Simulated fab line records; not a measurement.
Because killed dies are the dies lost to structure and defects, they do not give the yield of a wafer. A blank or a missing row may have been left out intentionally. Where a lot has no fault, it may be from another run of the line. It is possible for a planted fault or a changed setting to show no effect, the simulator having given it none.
fab line records ; flow sky130
record lots=13; wafers=39; lastDay=51
route steps=708 shown PWDE@53 VT_ADJUST_LVTN@115 VT_ADJUST_HVTR@138 SONOS_TUNNEL@166 PAD_OPEN@708
lots that met no fault: taken from a fault-free run of the same line
startH: hours from the record's first day to the start of the lot's first wafer shown ; waitH: how many hours have passed since the lot's step before this one ; " the same as in the row above ; L1.1+2: a single row standing in for several wafers ; - no value, or no start given ; * or withheld: withheld ; < > ~ a bound
route shown NAME@n: names a module that has steps shown in the file, with the first one's number in the route ; usual: mean and standard deviation over wafers with no fault ; same: alike in all rows ; chamber/n: place in a boat ; sites: per-site readings ; _std_site: standard deviation across them ; _edge_site: inner sites' mean taken away from outer sites' mean ; radiusMm: for every site, how far away it sits from the centre of the wafer ; mask NAME#n: copy n ; behind: the tool/chamber that last shaped the wafer ; hold: what put the lot on hold/how long, in hours/how the hold closed ; device: the transistor (n, p or np) that didn't switch ; end of line: tests of these same wafers at the route's end ; for a step that has no rows: nothing shown but its recipe ; killed: not the wafer's yield, but the dies lost to structure and defects at the first sort ; map: the dies of a wafer, with x for killed, . for not killed, _ for no die there
set.NAME: the setting as run; set.NAME@STEP: as run at that earlier step ; model.NAME: the simulator's own value behind a step, which no gauge read
one table for each step of the route and one row for each wafer, over a sample of lots
services: the hour from which a tool's chamber was out of use, counted from the record's first day as startH (under 0 if before that day), plus the number of hours and why
## steps
# step SKY_PWDE_IMPLANT_08
# recipe species=B; energyKev=150; doseCm2=3.6e+12; tiltDeg=withheld
# usual doseIonsCm2=3.6e+12/4e+09; faradayCurrentUA=20.4/0.39
lot.wafer;tool;chamber;startH;waitH;doseIonsCm2;faradayCurrentUA
L172.1;implanter-02;0;80.42;0.0;3.597e+12;20.7
L172.3;implanter-02;0;80.42;0.0;3.597e+12;20.2
L172.5;implanter-02;0;80.42;0.0;3.599e+12;20.6
L173.2;implanter-02;0;87.62;0.0;3.605e+12;21.1
L173.5;implanter-02;0;87.62;0.0;3.599e+12;20.6
L173.6;implanter-02;0;87.62;0.0;3.597e+12;20.8
L177.1;implanter-02;0;106.89;0.0;3.605e+12;20.0
L177.2;implanter-02;0;106.89;0.0;3.611e+12;20.6
L177.5;implanter-02;0;106.89;0.0;3.603e+12;21.0
L178.1;implanter-01;0;112.69;0.0;3.598e+12;20.4
L178.4;implanter-01;0;112.69;0.0;3.601e+12;20.0
L178.5;implanter-01;0;112.69;0.0;3.598e+12;20.3
L180.2;implanter-02;0;121.37;0.0;3.607e+12;20.4
L180.4;implanter-02;0;121.37;0.0;3.6e+12;20.1
L180.6;implanter-02;0;121.37;0.0;3.598e+12;20.2
L181.1;implanter-04;0;127.67;0.0;3.593e+12;20.9
L181.5;implanter-04;0;127.67;0.0;3.6e+12;19.6
L181.6;implanter-04;0;127.67;0.0;3.592e+12;20.4
L182.4;implanter-01;0;132.06;0.1;3.606e+12;19.6
L182.5;implanter-01;0;132.06;0.1;3.597e+12;20.5
L182.6;implanter-01;0;132.06;0.1;3.598e+12;21.0
L183.1;implanter-02;0;143.53;0.0;3.594e+12;20.8
L183.3;implanter-02;0;143.53;0.0;3.598e+12;20.6
L183.6;implanter-02;0;143.53;0.0;3.599e+12;20.3
L184.2;implanter-01;0;145.81;0.0;3.603e+12;20.2
L184.4;implanter-01;0;145.81;0.0;3.607e+12;20.1
L184.6;implanter-01;0;145.81;0.0;3.597e+12;20.6
L185.1;implanter-04;0;152.18;0.0;3.597e+12;20.4
L185.4;implanter-04;0;152.18;0.0;3.598e+12;20.8
L185.6;implanter-04;0;152.18;0.0;3.597e+12;20.7
L190.2;implanter-02;0;174.84;0.0;3.606e+12;19.8
L190.3;implanter-02;0;174.84;0.0;3.604e+12;20.4
L190.5;implanter-02;0;174.84;0.0;3.599e+12;20.8
L193.2;implanter-02;0;198.04;0.0;3.52e+12;20.1
L193.5;implanter-02;0;198.04;0.0;3.514e+12;19.7
L193.6;implanter-02;0;198.04;0.0;3.519e+12;19.4
L194.4;implanter-02;0;202.66;0.1;3.512e+12;20.9
L194.5;implanter-02;0;202.66;0.1;3.514e+12;19.5
L194.6;implanter-02;0;202.66;0.1;3.504e+12;20.3
# step SKY_NWELL_RS_MEAS_31
# recipe thkMeasGauge=four-point-probe
# usual PWDE_RS=5276/15
lot.wafer;tool;chamber;startH;waitH;PWDE_RS[ohm/sq]
L172.1;filmMetro-01;-;118.27;0.1;5276
L172.3;filmMetro-01;-;118.27;0.1;5266
L172.5;filmMetro-01;-;118.27;0.1;5262
L173.2;filmMetro-04;-;125.86;0.1;5263
L173.5;filmMetro-04;-;125.86;0.1;5269
L173.6;filmMetro-04;-;125.86;0.1;5269
L177.1;filmMetro-04;-;146.99;0.1;5272
L177.2;filmMetro-04;-;146.99;0.1;5259
L177.5;filmMetro-04;-;146.99;0.1;5248
L178.1;filmMetro-01;-;153.14;0.1;5275
L178.4;filmMetro-01;-;153.14;0.1;5284
L178.5;filmMetro-01;-;153.14;0.1;5282
L180.2;filmMetro-02;-;162.26;0.1;5282
L180.4;filmMetro-02;-;162.26;0.1;5295
L180.6;filmMetro-02;-;162.26;0.1;5292
L181.1;filmMetro-02;-;169.28;0.1;5279
L181.5;filmMetro-02;-;169.28;0.1;5276
L181.6;filmMetro-02;-;169.28;0.1;5286
L182.4;filmMetro-02;-;173.58;0.1;5285
L182.5;filmMetro-02;-;173.58;0.1;5272
L182.6;filmMetro-02;-;173.58;0.1;5284
L183.1;filmMetro-04;-;185.77;0.1;5250
L183.3;filmMetro-04;-;185.77;0.1;5256
L183.6;filmMetro-04;-;185.77;0.1;5252
L184.2;filmMetro-04;-;188.16;0.1;5267
L184.4;filmMetro-04;-;188.16;0.1;5263
L184.6;filmMetro-04;-;188.16;0.1;5270
L185.1;filmMetro-04;-;196.42;0.1;5259
L185.4;filmMetro-04;-;196.42;0.1;5261
L185.6;filmMetro-04;-;196.42;0.1;5275
L190.2;filmMetro-01;-;222.16;0.1;5292
L190.3;filmMetro-01;-;222.16;0.1;5296
L190.5;filmMetro-01;-;222.16;0.1;5286
L193.2;filmMetro-01;-;245.26;0.1;5387
L193.5;filmMetro-01;-;245.26;0.1;5384
L193.6;filmMetro-01;-;245.26;0.1;5390
L194.4;filmMetro-04;-;249.70;0.1;5387
L194.5;filmMetro-04;-;249.70;0.1;5378
L194.6;filmMetro-04;-;249.70;0.1;5381
# step SKY_VT_ADJUST_LVTN_OVL_MEAS_18
# usual VT_ADJUST_LVTN_01_OVL=0.2/1.4
lot.wafer;tool;chamber;startH;waitH;VT_ADJUST_LVTN_01_OVL[nm]
L172.1;overlay-02;-;178.30;0.1;2.1
L172.3;overlay-02;-;178.30;0.1;1.4
L172.5;overlay-02;-;178.30;0.1;1.9
L173.2;overlay-02;-;187.10;0.1;-0.4
L173.5;overlay-02;-;187.10;0.1;-0.1
L173.6;overlay-02;-;187.10;0.1;0.2
L177.1;overlay-01;-;210.90;0.1;1.9
L177.2;overlay-01;-;210.90;0.1;1.8
L177.5;overlay-01;-;210.90;0.1;2.9
L178.1;overlay-01;-;219.48;0.1;0.7
L178.4;overlay-01;-;219.48;0.1;0.2
L178.5;overlay-01;-;219.48;0.1;1.3
L180.2;overlay-02;-;228.79;0.1;-0.8
L180.4;overlay-02;-;228.79;0.1;1.7
L180.6;overlay-02;-;228.79;0.1;1.4
L181.1;overlay-02;-;236.35;0.1;1.6
L181.5;overlay-02;-;236.35;0.1;1.4
L181.6;overlay-02;-;236.35;0.1;1.2
L182.4;overlay-02;-;241.62;0.1;-1.6
L182.5;overlay-02;-;241.62;0.1;-0.8
L182.6;overlay-02;-;241.62;0.1;-1.7
L183.1;overlay-01;-;255.23;0.1;-2.8
L183.3;overlay-01;-;255.23;0.1;-3.7
L183.6;overlay-01;-;255.23;0.1;-3.4
L184.2;overlay-01;-;257.16;0.1;0.7
L184.4;overlay-01;-;257.16;0.1;1.1
L184.6;overlay-01;-;257.16;0.1;2.4
L185.1;overlay-02;-;266.38;0.1;-0.5
L185.4;overlay-02;-;266.38;0.1;-0.7
L185.6;overlay-02;-;266.38;0.1;-0.6
L190.2;overlay-01;-;295.25;0.1;-0.3
L190.3;overlay-01;-;295.25;0.1;-1.0
L190.5;overlay-01;-;295.25;0.1;1.5
L193.2;overlay-02;-;320.75;0.1;-2.9
L193.5;overlay-02;-;320.75;0.1;-2.9
L193.6;overlay-02;-;320.75;0.1;-1.4
L194.4;overlay-02;-;325.17;0.1;0.3
L194.5;overlay-02;-;325.17;0.1;1.4
L194.6;overlay-02;-;325.17;0.1;1.0
# step SKY_VT_ADJUST_HVTR_CD_MEAS_07
# recipe targetCdNm=380
# usual cdNm=380.1/2.1
lot.wafer;tool;chamber;startH;waitH;cdNm
L172.1;cdSem-01;-;223.75;0.1;380.4
L172.3;cdSem-01;-;223.75;0.1;377.6
L172.5;cdSem-01;-;223.75;0.1;377.9
L173.2;cdSem-01;-;232.65;0.1;381.6
L173.5;cdSem-01;-;232.65;0.1;381.5
L173.6;cdSem-01;-;232.65;0.1;382.4
L177.1;cdSem-01;-;256.85;0.1;378.4
L177.2;cdSem-01;-;256.85;0.1;380.0
L177.5;cdSem-01;-;256.85;0.1;381.3
L178.1;cdSem-02;-;265.73;0.1;378.3
L178.4;cdSem-02;-;265.73;0.1;379.4
L178.5;cdSem-02;-;265.73;0.1;378.1
L180.2;cdSem-02;-;275.45;0.1;383.2
L180.4;cdSem-02;-;275.45;0.1;381.2
L180.6;cdSem-02;-;275.45;0.1;379.7
L181.1;cdSem-02;-;284.30;0.1;379.2
L181.5;cdSem-02;-;284.30;0.1;381.2
L181.6;cdSem-02;-;284.30;0.1;380.7
L182.4;cdSem-01;-;289.21;0.1;377.8
L182.5;cdSem-01;-;289.21;0.1;378.7
L182.6;cdSem-01;-;289.21;0.1;380.2
L183.1;cdSem-02;-;305.38;0.1;382.0
L183.3;cdSem-02;-;305.38;0.1;380.9
L183.6;cdSem-02;-;305.38;0.1;383.4
L184.2;cdSem-02;-;308.17;0.1;381.2
L184.4;cdSem-02;-;308.17;0.1;381.3
L184.6;cdSem-02;-;308.17;0.1;379.2
L185.1;cdSem-01;-;316.18;0.1;378.2
L185.4;cdSem-01;-;316.18;0.1;376.3
L185.6;cdSem-01;-;316.18;0.1;380.5
L190.2;cdSem-01;-;349.67;0.1;382.1
L190.3;cdSem-01;-;349.67;0.1;383.6
L190.5;cdSem-01;-;349.67;0.1;386.1
L193.2;cdSem-01;-;377.67;0.1;380.8
L193.5;cdSem-01;-;377.67;0.1;378.9
L193.6;cdSem-01;-;377.67;0.1;379.9
L194.4;cdSem-01;-;381.91;0.1;382.9
L194.5;cdSem-01;-;381.91;0.1;384.5
L194.6;cdSem-01;-;381.91;0.1;383.1
# step SKY_SONOS_TUNNEL_TW_MEAS_12
# usual SONOS_TUNNEL_TW=197.2/2.1
lot.wafer;tool;chamber;startH;waitH;SONOS_TUNNEL_TW
L172.1;filmMetro-03;-;271.60;0.0;194.5
L172.3;filmMetro-03;-;271.60;0.0;194.5
L172.5;filmMetro-03;-;271.60;0.0;195.3
L173.2;filmMetro-03;-;281.77;0.0;193.8
L173.5;filmMetro-03;-;281.77;0.0;194.2
L173.6;filmMetro-03;-;281.77;0.0;194.6
L177.1;filmMetro-03;-;308.65;0.0;194.7
L177.2;filmMetro-03;-;308.65;0.0;194.7
L177.5;filmMetro-03;-;308.65;0.0;193.7
L178.1;filmMetro-04;-;316.02;0.0;197.1
L178.4;filmMetro-04;-;316.02;0.0;198.2
L178.5;filmMetro-04;-;316.02;0.0;197.4
L180.2;filmMetro-01;-;327.13;0.0;198.1
L180.4;filmMetro-01;-;327.13;0.0;197.6
L180.6;filmMetro-01;-;327.13;0.0;198.2
L181.1;filmMetro-01;-;336.57;0.0;198.3
L181.5;filmMetro-01;-;336.57;0.0;197.5
L181.6;filmMetro-01;-;336.57;0.0;198.5
L182.4;filmMetro-04;-;342.55;0.0;200.3
L182.5;filmMetro-04;-;342.55;0.0;200.2
L182.6;filmMetro-04;-;342.55;0.0;200.2
L183.1;filmMetro-04;-;360.87;0.0;199.1
L183.3;filmMetro-04;-;360.87;0.0;197.8
L183.6;filmMetro-04;-;360.87;0.0;200.3
L184.2;filmMetro-01;-;364.28;0.0;198.7
L184.4;filmMetro-01;-;364.28;0.0;199.2
L184.6;filmMetro-01;-;364.28;0.0;199.2
L185.1;filmMetro-04;-;372.28;0.0;198.9
L185.4;filmMetro-04;-;372.28;0.0;199.1
L185.6;filmMetro-04;-;372.28;0.0;197.2
L190.2;filmMetro-03;-;409.10;0.0;195.8
L190.3;filmMetro-03;-;409.10;0.0;194.7
L190.5;filmMetro-03;-;409.10;0.0;194.2
L193.2;filmMetro-01;-;439.43;0.0;199.0
L193.5;filmMetro-01;-;439.43;0.0;199.6
L193.6;filmMetro-01;-;439.43;0.0;199.4
L194.4;filmMetro-03;-;443.99;0.0;195.0
L194.5;filmMetro-03;-;443.99;0.0;194.5
L194.6;filmMetro-03;-;443.99;0.0;196.0
# step SKY_PAD_OPEN_PROBE_99
# usual killed_at_M0_to_M3=43/7.5; killed_at_M4_up=3.2/1.9; killedAtContacts=24/5.6; killedAtFrontEnd=15/4.8; killedAtOther=0.2/0.54; killedDies=86/11; killedOpen=47/7.6; killedShort=39/7.1
# same grossDies=492; killedAtBackSide=0
lot.wafer;tool;chamber;startH;waitH;killed_at_M0_to_M3;killed_at_M4_up;killedAtContacts;killedAtFrontEnd;killedAtOther;killedDies;killedOpen;killedShort
L182.4;prober-01;-;1161.36;0.2;37;4;27;15;0;83;50;33
L182.5;prober-01;-;1161.41;0.2;39;3;16;16;0;74;47;27
L182.6;prober-01;-;1161.46;0.2;28;2;32;15;0;77;45;32
L190.2;prober-01;-;1201.20;0.1;40;2;17;13;0;72;33;39
L190.3;prober-01;-;1201.25;0.2;36;2;11;13;0;62;31;31
L190.5;prober-01;-;1201.35;0.2;37;2;13;20;0;72;41;31
# killed by level:class
L182.4 LI_CONTACT:geometricParticle:open=10 VIA1:geometricParticle:open=9 VIA2:geometricParticle:open=7 CONTACT:geometricParticle:open=7 VIA3:geometricParticle:open=7 FIELD_ISO:geometricParticle:short=6 METAL1:geometricParticle:short=6 METAL4:geometricParticle:short=4
L182.5 VIA1:geometricParticle:open=19 POLY_GATE:geometricParticle:open=7 VIA2:geometricParticle:open=6 CONTACT:geometricParticle:open=5 CONTACT:geometricParticle:short=4 METAL1:geometricParticle:short=4 LOCAL_INTERCONNECT:geometricParticle:short=3 VIA2:geometricParticle:short=3
L182.6 CONTACT:geometricParticle:open=12 CONTACT:geometricParticle:short=6 LI_CONTACT:geometricParticle:open=6 FIELD_ISO:geometricParticle:open=5 POLY_GATE:geometricParticle:short=5 POLY_GATE:geometricParticle:open=4 LI_CONTACT:geometricParticle:short=4 METAL1:geometricParticle:short=4
L190.2 VIA1:geometricParticle:open=12 METAL1:geometricParticle:short=7 CONTACT:geometricParticle:open=6 FIELD_ISO:geometricParticle:short=5 POLY_GATE:geometricParticle:open=4 LOCAL_INTERCONNECT:geometricParticle:short=4 CONTACT:geometricParticle:short=4 VIA2:geometricParticle:short=4
L190.3 VIA2:geometricParticle:open=8 FIELD_ISO:geometricParticle:short=5 VIA1:geometricParticle:open=5 METAL2:geometricParticle:short=5 FIELD_ISO:geometricParticle:open=4 VIA1:geometricParticle:short=4 VIA3:geometricParticle:open=4 POLY_GATE:geometricParticle:short=3
L190.5 FIELD_ISO:geometricParticle:open=8 VIA1:geometricParticle:open=7 VIA3:geometricParticle:open=7 LI_CONTACT:geometricParticle:open=5 METAL2:geometricParticle:short=5 VIA2:geometricParticle:open=5 CONTACT:geometricParticle:short=4 VIA2:geometricParticle:short=4
## services
tool;chamber;startH;hours;kind
implanter-02;-;68.32;6.0;repair
implanter-01;-;159.42;2.2;repair
implanter-01;-;179.77;2.3;repair
implanter-02;-;192.32;0.9;repair
## key
firstSign step=SKY_PWDE_IMPLANT_08; reading=doseIonsCm2; direction=down; sigmas=22; usual=*; struck=*
effect step=SKY_NWELL_RS_MEAS_31; reading=PWDE_RS; direction=up; sigmas=7.1; usual=5276; struck=5385
metAt SKY_PWDE_IMPLANT_08
struckLots L193,L194
testerLeftOut L193,L194
notActingAt SKY_VT_ADJUST_LVTN_OVL_MEAS_18,SKY_VT_ADJUST_HVTR_CD_MEAS_07,SKY_SONOS_TUNNEL_TW_MEAS_12
onsetBetween 174.84 198.04
fault kind=processParameterDrift; tool=implanter-02; chamber=-; onsetH=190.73; steps=SKY_PWDE_IMPLANT_08; channel=doseCm2; offset=*; shape=step; endH=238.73; actsIn=*; stated=*
# testerLeftOut: of these lots the tester's yield and bins aren't shown, on N5 and GAA mostly nor the transistor test; their killed dies are dies lost to structure and defects alone, not to doping, threshold or leakage, so they don't give the yield
